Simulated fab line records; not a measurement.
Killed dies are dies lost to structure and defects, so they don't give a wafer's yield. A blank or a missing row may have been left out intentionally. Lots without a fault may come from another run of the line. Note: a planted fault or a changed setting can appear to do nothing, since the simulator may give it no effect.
Problem report, 8D (eight disciplines) form, completed by code | flow sfq line | the parts of the form that need people (team, actions taken, sign-off) are left out

## 1. THE PROBLEM
Wafers without a fault read 199.2 nm, standard deviation 1.1; thk nm at SFQ_TRILAYER_I1_METRO_MEASURE_047 reads a mean of 213.5 nm on 2 wafers belonging to 2 lots. That is +13 standard deviations from the usual mean.
Seen first at day 22 07:58 on film metro-04, wafer L505.1. At this step, 42 wafers from 14 lots have a number in the record. Rule for "out", or "out of limits": more than 4 standard deviations from the usual mean. All remaining wafers that have a number are taken as sound.

## 2. WHAT IT IS, WHAT IT ISN'T
question                    | is                | is not
which readings at this step | thk nm            | -
which lots                  | L505, L506        | L495, L496, L497, L498, L499, L500, L501, L502, L503, L510, L513, L517
which wafers of those lots  | L505.1, L506.4    | L505.2, L505.5, L506.1, L506.6
read on which tools         | film metro-04     | film metro-01, film metro-03
when                        | from day 22 07:58 | up to then (29 sound wafers); but 11 sound wafers of L506, L510, L513, L517 came after

## 3. WHAT RULES OUT EACH SUSPECT
Counting: any tool at a process step up to the reading remains a suspect provided it ran every lot that is out. Sound lots after the first of them don't rule it out here, since some wafers of a struck lot are sound.
- cmp-01 at SFQ_TRILAYER_I1_CMP_CMP_046 (polishes SiO2): kept. It processed each lot that is out (first: L505, day 22 05:21); up to then, its last sound lot is L501 (day 19 13:36).
- film metro-04 at SFQ_TRILAYER_I1_METRO_MEASURE_047: kept. It processed each lot that is out (first: L505, day 22 07:58); up to then, its last sound lot is L501 (day 19 16:55). Out on those wafers are its own readings of thk nm.
- cmp-01, SFQ_TRILAYER_I1_CMP_CMP_046: wafers that are out in chamber 1, sound lot-mates in chambers 0, 2, 3.
The count leaves film metro-04 at SFQ_TRILAYER_I1_METRO_MEASURE_047 and cmp-01 at SFQ_TRILAYER_I1_CMP_CMP_046.

## 4. THE CAUSE (what the simulator had put in)
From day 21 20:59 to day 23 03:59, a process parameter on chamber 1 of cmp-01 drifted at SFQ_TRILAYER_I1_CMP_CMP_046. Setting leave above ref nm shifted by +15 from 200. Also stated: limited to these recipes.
Counting left 2 suspects, and this tool is among them.

## 5. THE EFFECT CHAIN, in route order
Each row: a reading whose mean over the struck wafers that have a number lies more than 3 standard deviations from the usual. Only readings whose record carries a usual standard deviation are examined. hours: median over the lots of the time between each lot's start at the first step of this table that gives one and its start at this step. sigmas: the change, counted in usual standard deviations.
hours | step                                  | reading        | usual      | on struck wafers | change | sigmas
0     | SFQ_TRILAYER_I1_METRO_MEASURE_047     | thk nm         | 199.2 nm   | 213.5            | +14.3  | +13
164   | SFQ_TRILAYER_I1_VIA_ETCH_VIA_ETCH_052 | oes product au | 0.853 a.u. | 0.893            | +0.040 | +7.6
Process steps it contains:
- SFQ_TRILAYER_I1_METRO_MEASURE_047
- SFQ_TRILAYER_I1_VIA_ETCH_VIA_ETCH_052: etches SiO2 in CHF3, stops on Nb, target depth 260 nm.

## 6. HOW IT WOULD HAVE BEEN CAUGHT EARLIER
The fault began at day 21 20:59; the first out-of-limits reading in this record came at day 22 07:58, 11 hours later.
Tool readings at SFQ_TRILAYER_I1_CMP_CMP_046 with a usual standard deviation given in the record: none out on any struck wafer, hence no alarm at a limit of 4 standard deviations on them.
Of the lots that are out (2), L506 began SFQ_TRILAYER_I1_CMP_CMP_046 on cmp-01 after day 22 07:58. A tool hold placed at that time would have kept it from harm.
